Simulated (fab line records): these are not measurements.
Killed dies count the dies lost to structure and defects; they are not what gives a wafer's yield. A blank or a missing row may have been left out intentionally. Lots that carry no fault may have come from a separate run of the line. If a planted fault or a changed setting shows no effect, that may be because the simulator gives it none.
Struck lot and sound lot, side by side :: flow sky130 :: 27 steps out of a route of 708
Sound: wafers L864.1, L864.4, L864.5. Wafers struck: L868.1, L868.4, L868.5. The cause is given at the end.
For every step that has rows: the tool of each side, followed by ch and its chambers, followed by its first start. Under that, the readings that differ: sound wafers :: struck wafers :: difference of the means :: sigmas: that difference in standard deviations of wafers without a fault.
alike: words and numbers the same on both sides, and readings whose means are apart by under 2 such deviations; not compared: readings that were withheld, readings missing a value for some wafer, numbers with overlapping values and no deviation given by the record, and bounds like >300 which may hide the same value.
The two part at a step that has a row with sigmas, a row that says differs or no value, or rows on one side only. When numbers do not overlap yet have no deviation, they are printed without sigmas and do not part them. A reading missing from all wafers of one side parts the sides only when that side holds two or more wafers.

SKY_FIELD_ISO_OXIDATION_01: stabilise 600 s, purge 300 s, target thk 12 nm.
  sound on furnace-01 ch 0, day 1 10:26; struck on furnace-02 ch 0, day 2 12:07
  alike: oxTempCMax
SKY_FIELD_ISO_THK_MEAS_02:
  sound on filmMetro-01, day 1 11:57; struck on filmMetro-04, day 2 13:45
reading: FIELD_ISO_OXIDATION_00_THK (nm)
sound: 12.08 12.02 12.24
struck: 19.05 19.54 19.50
difference: +7.25
sigmas: +35
then, 22 steps without rows for these wafers: SKY_FIELD_ISO_CVD_03 (deposits Si3N4 from DCS/NH3, target thk 165 nm, time 2830 s); SKY_FIELD_ISO_DEHYDRATE_05 (time 60 s); SKY_FIELD_ISO_HMDS_06 (prime time 60 s); SKY_FIELD_ISO_COAT_07 (resist thk 60 nm); SKY_FIELD_ISO_COAT_08 (resist thk 450 nm); SKY_FIELD_ISO_SOFTBAKE_09 (time 90 s); SKY_FIELD_ISO_EXPOSE_10 (exposes mask FOM, target cd 150 nm); SKY_FIELD_ISO_PEB_11; SKY_FIELD_ISO_DEVELOP_12 (develop time 60 s); SKY_FIELD_ISO_ETCH_14 (etches BARC in N2/H2, stops on SiO2, time 45.9 s, target depth 60 nm); SKY_FIELD_ISO_ETCH_15 (etches the open film in CHF3/O2, stops on Si, target depth 180 nm, time 72 s); SKY_FIELD_ISO_STRIP_16 (strips in O2/N2); SKY_FIELD_ISO_ETCH_17 (etches Si in HBr/Cl2/O2, target depth 342 nm, time 97.7 s); SKY_FIELD_ISO_WET_ETCH_18 (etches Si3N4 in H3PO4, target depth 25 nm, time 286 s); SKY_FIELD_ISO_CLEAN_19 (cleans in SC1/SC2, time 150 s); SKY_FIELD_ISO_CLEAN_20 (cleans in dHF, time 20 s); SKY_FIELD_ISO_WET_ETCH_21 (etches SiO2 in dHF, target depth 20 nm, time 400 s); SKY_FIELD_ISO_OXIDATION_22 (stabilise 600 s, purge 300 s, target thk 10 nm); SKY_FIELD_ISO_CVD_24 (deposits SiO2, target thk 595 nm, time 99.2 s); SKY_FIELD_ISO_ANNEAL_26 (time 1800 s); SKY_FIELD_ISO_CMP_27 (polishes, stops on Si3N4, t overpolish 16 s, target thk 457.8 nm); SKY_FIELD_ISO_WET_ETCH_28 (etches SiO2 in dHF, target depth 23.7 nm, time 47 s).
SKY_FIELD_ISO_WET_ETCH_29: etches Si3N4 in H3PO4, target depth 160 nm, time 1825 s.
  sound on wetBench-03 ch 1, day 2 12:27; struck on wetBench-03 ch 0, day 3 09:53
reading: model.SiO2_of_FIELD_ISO_OXIDATION_01.thkNm (nm)
sound: 11.72 11.67 11.85
struck: 18.7 19.2 19.22
difference: +7.3
sigmas: 
then, 1 step without rows for these wafers: SKY_FIELD_ISO_WET_ETCH_30 (etches SiO2 in dHF, target depth 25 nm, time 50 s).
-- record jumps: 44 days separate the struck wafers' starts on either side; left off in module FIELD_ISO, taken up again in module PAD_OPEN, whose first shown step is the route's number 708 --
SKY_PAD_OPEN_PROBE_99:
  sound on prober-01, day 46 06:14; struck on prober-02, day 47 09:05
reading: model.etest.diodeNdiffFingers.leakLog10ACm2
sound: -6.68 -6.668 -6.516
struck: -6.979 -6.971 -6.857
difference: -0.314
sigmas: 
  alike: killed_at_M0_to_M3, killed_at_M4_up, killedAtContacts, killedAtFrontEnd, killedAtOther, killedDies, killedOpen, killedShort
  not compared: model.etest.sramNfetPass.offLog10AUm, model.etest.diodePdiffFingers.leakLog10ACm2, model.etest.sramNfetPass.vtV, model.etest.sramNfetPass.vtSatV

## WHERE THEY PART
Only at SKY_FIELD_ISO_THK_MEAS_02, within this record. Later steps at which nothing parts them and some readings are alike: SKY_PAD_OPEN_PROBE_99.

WHY: whatever the simulator had introduced
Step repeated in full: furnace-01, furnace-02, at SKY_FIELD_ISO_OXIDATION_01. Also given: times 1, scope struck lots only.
